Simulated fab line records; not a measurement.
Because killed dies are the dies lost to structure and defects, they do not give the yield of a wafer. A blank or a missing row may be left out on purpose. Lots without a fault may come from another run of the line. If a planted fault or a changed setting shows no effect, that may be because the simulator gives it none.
Struck lot and sound lot, side by side | flow sky130 | 17 out of 708 route steps
Sound: these wafers, L248.4, L248.5, L248.6. Wafers L259.4, L259.5, L259.6 were the ones struck. The cause is named last.
Each step with rows lists, per side, the tool, then ch with its chambers, then its first start. Under that, the readings that differ: sound wafers | struck wafers | difference of the means | sigmas: that difference in standard deviations of wafers without a fault.
alike: a reading whose means differ by less than 2 such deviations, as well as words and numbers matching on both sides. not compared: withheld readings; readings where some wafer has no value; bounds like >300 that might hide an equal value; numbers whose values overlap and for which the record gives no deviation.
Wherever a step has rows on one side only, a row that says differs or no value, or a row with sigmas, the two part there. Numbers that don't overlap but have no deviation are shown without sigmas and don't part them. A reading missing from all wafers of one side parts the sides only when that side holds two or more wafers.

SKY_VIA3_CMP_02: polishes SiO2.
  sound on cmp-01 ch 0,1, day 40 19:06; struck on cmp-01 ch 1,2, day 43 20:48
  alike: motor current A, platen rpm
SKY_VIA3_BOW_MEAS_03:
  struck on film metro-02, day 43 21:07; sound on film metro-03, day 40 19:25
  alike: VIA3_BOW
then, 8 steps without rows for these wafers: SKY_VIA3_DEHYDRATE_04 (time 60 s); SKY_VIA3_HMDS_05 (prime time 60 s); SKY_VIA3_COAT_06 (resist thk 60 nm); SKY_VIA3_COAT_07 (resist thk 450 nm); SKY_VIA3_SOFTBAKE_08 (time 90 s); SKY_VIA3_EXPOSE_09 (exposes mask VIM3, target cd 200 nm); SKY_VIA3_PEB_10; SKY_VIA3_DEVELOP_11 (develop time 60 s).
SKY_VIA3_CD_MEAS_12: target cd 200 nm.
  struck on cd sem-02, day 44 19:04; sound on cd sem-01, day 41 19:15
  alike: cd nm
SKY_VIA3_OVL_MEAS_13:
  struck on overlay-02, day 44 19:09; sound on overlay-01, day 41 19:20
  alike: VIA3_OVL
SKY_VIA3_ETCH_14: etches BARC in N2/H2, stops on SiO2, time 45.9 s, target depth 60 nm.
  sound on rie diel-02 ch 0,1,2, day 41 19:22; struck on rie diel-04 ch 0,1,2, day 44 19:10
  no value came back on the struck wafers for any of 5 readings (bias w (W), chamber pressure mTorr (mTorr) and others); on the sound wafers bias w (W) reads 99.82 99.26 100.27
  reading                                     | sound             | struck          | difference | sigmas
  model.KrF-thick_of_VIA3_COAT_07.thk nm (nm) | 392.9 391.3 392.7 | 435.7 438 437.3 | +44.7      |
  not compared: rf hours counter h
SKY_VIA3_ETCH_15: etches SiO2 in C4F8/O2/Ar, stops on TiN, target depth 507 nm, time 78 s.
  sound on rie diel-02 ch 0,1,2, day 41 19:25; struck on rie diel-04 ch 0,1,2, day 44 19:13
  reading                                     | sound             | struck            | difference | sigmas
  oes product au (a.u.)                       | 0.945 0.944 0.945 | 0.369 0.369 0.377 | -0.573     | -99 or more
  model.KrF-thick_of_VIA3_COAT_07.thk nm (nm) | 292.3 292.1 291.3 | 334.2 337.4 336   | +44.0      |
  alike: bias w, chamber pressure mTorr
  not compared: rf hours counter h
SKY_VIA3_STRIP_16: strips in O2/N2.
  sound on plasma asher-01 ch 0,1, day 41 19:29; struck on plasma asher-01 ch 0,1, day 44 19:19
  reading                      | sound             | struck            | difference | sigmas
  oes product au (a.u.)        | 0.407 0.406 0.402 | 0.420 0.420 0.422 | +0.016     | +4
  strip time to endpoint s (s) | 4.148 4.139 4.132 | 4.577 4.613 4.604 | +0.458     | +18
  alike: drypump motor current A
  not compared: rf hours counter h
then, 1 step without rows for these wafers: SKY_VIA3_STRIP_17 (strips in post etch residue remover, time 1200 s).
-- the record jumps here: 5 days lie between the struck wafers' starts before and after (it left off in module VIA3 and takes up again in module PAD_OPEN, whose first step shown is number 708 of the route) --
SKY_PAD_OPEN_PROBE_99:
  struck on prober-01, day 50 01:30; sound on prober-01, day 47 15:05
  reading                  | sound          | struck                                                               | difference                   | sigmas
  hold                     | - - -          | await dispo/1.7h/scrap await dispo/1.7h/scrap await dispo/1.7h/scrap | no value on the sound wafers |
  defect limited yield (%) | 81.9 84.3 82.7 | 0 0 0                                                                | -83                          | -40
  killed_at_M0_to_M3       | 38 36 35       | 444 433 448                                                          | +405                         | +56
  killed dies              | 89 77 85       | 492 492 492                                                          | +408                         | +37
  killed on rim            | 16 14 11       | 96 96 96                                                             | +82                          | +22
  sort_bin_5_function (%)  | 11.2 10.2 11.4 | 93.7 94.9 92.1                                                       | +82.6                        | +52
  sort n pass              | 403 415 407    | 0 0 0                                                                | -408                         | -37
  sort yield pct (%)       | 81.9 84.3 82.7 | 0 0 0                                                                | -83                          | -40
  alike: killed_at_M4_up, killed at contacts, killed at front end, killed at other, killed open, killed short, sort_bin_3_pad_short, sort_bin_6_memory

WHERE THEY PART
Earliest at SKY_VIA3_ETCH_14; latest, in this record, at SKY_PAD_OPEN_PROBE_99.

WHY: the cause the simulator had injected
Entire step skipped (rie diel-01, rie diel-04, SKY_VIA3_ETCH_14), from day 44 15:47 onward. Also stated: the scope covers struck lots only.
